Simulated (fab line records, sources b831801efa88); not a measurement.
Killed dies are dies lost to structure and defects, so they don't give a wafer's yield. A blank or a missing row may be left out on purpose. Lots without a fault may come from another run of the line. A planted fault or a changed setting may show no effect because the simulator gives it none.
Which tool did it? | flow gf180mcu | 14 lots, 42 wafers sampled, at 5 steps of a route of 602

WHAT THE GAUGES READ, wafer by wafer
GF_LVPWELL_OVL_MEAS_07.
lot  | measured    | on         | LVPWELL_OVL (nm)
L644 | day 4 03:46 | overlay-02 | 0.5 -1.3 -0.5
L647 | day 4 20:13 | overlay-02 | -2.9 -4.1 -3.6
L648 | day 5 03:46 | overlay-01 | -0.2 -2.7 -2.7
L649 | day 5 07:37 | overlay-01 | -0.5 0.9 -1.7
L650 | day 5 11:25 | overlay-01 | 0.0 -1.0 -0.2
L651 | day 5 17:04 | overlay-01 | -0.4 -0.3 0.1
L652 | day 6 01:14 | overlay-02 | -0.2 -0.7 1.0
L654 | day 6 09:16 | overlay-02 | -0.9 -1.1 -1.6
L658 | day 7 09:53 | overlay-01 | -2.3 1.5 -1.1
L659 | day 7 17:20 | overlay-01 | -0.1 2.5 1.8
L662 | day 8 11:47 | overlay-01 | -0.8 0.5 -1.9
L663 | day 8 14:23 | overlay-01 | 0.0 0.5 1.7
L665 | day 9 00:46 | overlay-02 | 2.7 2.3 1.6
L666 | day 9 06:53 | overlay-02 | 0.7 -0.5 1.2

GF_VT_IMPLANT_RS_MEAS_47: measures by four-point-probe.
lot  | measured     | on            | NWELL_RS (ohm/sq)
L644 | day 7 23:04  | film_metro-04 | 486.4 484.6 485.8
L647 | day 8 18:11  | film_metro-03 | 488.0 487.0 488.0
L648 | day 9 06:23  | film_metro-04 | 486.9 487.6 488.1
L649 | day 9 08:15  | film_metro-01 | 486.4 487.4 487.8
L650 | day 9 13:50  | film_metro-03 | 489.3 489.6 488.2
L651 | day 9 18:54  | film_metro-04 | 488.3 488.4 486.8
L652 | day 10 04:13 | film_metro-04 | 489.5 487.7 487.2
L654 | day 10 14:20 | film_metro-04 | 488.2 488.7 488.0
L658 | day 11 20:55 | film_metro-04 | 485.2 487.0 486.6
L659 | day 12 04:10 | film_metro-01 | 488.2 486.7 487.4
L662 | day 13 02:46 | film_metro-04 | 487.2 486.3 485.7
L663 | day 13 05:55 | film_metro-03 | 487.5 486.5 487.6
L665 | day 13 18:56 | film_metro-01 | 487.3 486.8 488.2
L666 | day 14 02:52 | film_metro-01 | 487.3 487.3 487.6

GF_VT_IMPLANT_RS_MEAS_48: measures by four-point-probe.
lot  | measured     | on            | LVPWELL_RS (ohm/sq)
L644 | day 7 23:11  | film_metro-04 | 1192.9 1191.8 1192.1
L647 | day 8 18:18  | film_metro-03 | 1196.7 1197.3 1196.8
L648 | day 9 06:31  | film_metro-04 | 1194.1 1192.9 1192.8
L649 | day 9 08:22  | film_metro-01 | 1196.0 1199.4 1200.5
L650 | day 9 13:57  | film_metro-03 | 1202.5 1197.9 1197.2
L651 | day 9 19:01  | film_metro-04 | 1198.5 1194.0 1198.6
L652 | day 10 04:20 | film_metro-04 | 1196.9 1193.8 1194.2
L654 | day 10 14:28 | film_metro-04 | 1196.9 1196.7 1196.4
L658 | day 11 21:02 | film_metro-04 | 1193.2 1194.3 1193.7
L659 | day 12 04:17 | film_metro-01 | 1208.7 1207.4 1206.1
L662 | day 13 02:53 | film_metro-04 | 1209.9 1207.2 1205.8
L663 | day 13 06:02 | film_metro-03 | 1209.3 1213.5 1209.9
L665 | day 13 19:03 | film_metro-01 | 1198.4 1195.1 1197.8
L666 | day 14 02:59 | film_metro-01 | 1195.5 1200.0 1197.2

WHICH TOOL RAN EACH LOT (tool, then ch and the chambers of the sampled wafers, then the start)
lot  | GF_STI_CMP_25                | GF_LVPWELL_IMPLANT_09
L644 | cmp-02 ch 0,1, day 2 09:55   | implanter-01 ch 0, day 4 03:59
L647 | cmp-02 ch 0,1,2, day 3 01:44 | implanter-04 ch 0, day 4 20:26
L648 | cmp-01 ch 1,2,3, day 3 07:58 | implanter-01 ch 0, day 5 03:57
L649 | cmp-01 ch 1,2, day 3 11:38   | implanter-02 ch 0, day 5 07:50
L650 | cmp-02 ch 2,3, day 3 15:54   | implanter-04 ch 0, day 5 11:36
L651 | cmp-01 ch 0,2, day 3 20:32   | implanter-01 ch 0, day 5 17:15
L652 | cmp-02 ch 0,1, day 4 02:59   | implanter-04 ch 0, day 6 01:26
L654 | cmp-01 ch 2,3, day 4 11:52   | implanter-01 ch 0, day 6 09:27
L658 | cmp-02 ch 0,1,2, day 5 07:53 | implanter-02 ch 0, day 7 10:16
L659 | cmp-02 ch 2,3, day 5 14:13   | implanter-01 ch 0, day 7 17:35
L662 | cmp-01 ch 1,2,3, day 6 06:59 | implanter-01 ch 0, day 8 12:00
L663 | cmp-01 ch 0,3, day 6 11:31   | implanter-01 ch 0, day 8 14:35
L665 | cmp-02 ch 0,1,2, day 6 22:03 | implanter-04 ch 0, day 9 00:57
L666 | cmp-01 ch 0,1,3, day 7 02:04 | implanter-04 ch 0, day 9 07:07
- GF_STI_CMP_25: polishes, stops on Si3N4, t overpolish 33 s, target thk 524.6 nm.
- GF_LVPWELL_IMPLANT_09

WHAT THE TOOLS THEMSELVES READ (means of the sampled wafers that have a number; where no wafer has one, the mark that the record gives instead)
GF_STI_CMP_25.
lot  | tool   | motor_current_A (A) | overpolish_run_s (s) | time_to_endpoint_s (s)
L644 | cmp-02 | 9.6                 | 33.011               | 124
L647 | cmp-02 | 10.3                | 33.001               | 123
L648 | cmp-01 | 10.9                | 32.993               | 126
L649 | cmp-01 | 10.3                | 33.007               | 126
L650 | cmp-02 | 11.8                | 33.000               | 120
L651 | cmp-01 | 10.0                | 33.006               | 130
L652 | cmp-02 | 11.2                | 33.004               | 121
L654 | cmp-01 | 10.1                | 33.013               | 121
L658 | cmp-02 | 10.5                | 33.001               | 118
L659 | cmp-02 | 12.1                | 32.995               | 123
L662 | cmp-01 | 11.0                | 33.000               | 124
L663 | cmp-01 | 11.7                | 32.991               | 123
L665 | cmp-02 | 10.6                | 33.001               | 121
L666 | cmp-01 | 11.6                | 32.998               | 124

GF_LVPWELL_IMPLANT_09.
lot  | tool         | beam_energy_keV | dose_ions_cm2
L644 | implanter-01 | 59.987          | 5e+12
L647 | implanter-04 | 60.035          | 5e+12
L648 | implanter-01 | 59.976          | 5e+12
L649 | implanter-02 | 59.995          | 5e+12
L650 | implanter-04 | 59.975          | 5e+12
L651 | implanter-01 | 60.008          | 5e+12
L652 | implanter-04 | 60.006          | 5e+12
L654 | implanter-01 | 60.014          | 5e+12
L658 | implanter-02 | 60.030          | 5e+12
L659 | implanter-01 | 69.208          | 5e+12
L662 | implanter-01 | 69.183          | 5e+12
L663 | implanter-01 | 69.201          | 5e+12
L665 | implanter-04 | 60.001          | 5e+12
L666 | implanter-04 | 60.002          | 5e+12

THE ANSWER, worked out from the rows above alone
Rule: what is usual is taken from the lots themselves. Put in order of their means at a reading, lots are off if they are a third of the lots or fewer, leave a main group of 4 or more, and stand apart from it by a gap of 3 or more times the standard deviation of the main group's means; of several such gaps the widest counts. A main group whose means are all the same, to the digits that the tables above print for the reading, isn't used. A lot without any number at a reading at which 4 lots or more have one is off too. The other lots that the step has rows for count as sound. The gauges are gone through in route order, then the tools' own readings, and for those a lot's mean is taken as printed above. The first step at which some lot is off is used, and at that step the reading that is off furthest; a lot without a number counts as furthest.
Off: L659, L662, L663, at GF_VT_IMPLANT_RS_MEAS_48 (LVPWELL_RS). The main group: mean 1196.1 ohm/sq, standard deviation 2.1.
A tool fits if, at a process step before that reading, it ran every lot that is off, and no sound lot after the first of them. The gauges at GF_VT_IMPLANT_RS_MEAS_48 aren't tried: what is off there is off at GF_LVPWELL_IMPLANT_09 too, on other tools, and a gauge's error can't cause that. One fits: implanter-01 at GF_LVPWELL_IMPLANT_09. Its last sound lot is L654 (day 6 09:27), its first lot that is off L659 (day 7 17:35): a fault that began between those two fits.
The tool's own readings at GF_LVPWELL_IMPLANT_09 bear it out: on the lots that are off they differ by more than 5 times the standard deviation of the sound lots' means. beam_energy_keV reads 69.197 there against 60.003 on the sound lots.

WHAT THE SIMULATOR HAD PUT IN
Process parameter drift: implanter-01, from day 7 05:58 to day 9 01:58, at GF_LVPWELL_IMPLANT_09. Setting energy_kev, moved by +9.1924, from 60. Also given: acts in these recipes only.
Lots struck among those shown: L659, L662, L663. The rule above found the same.
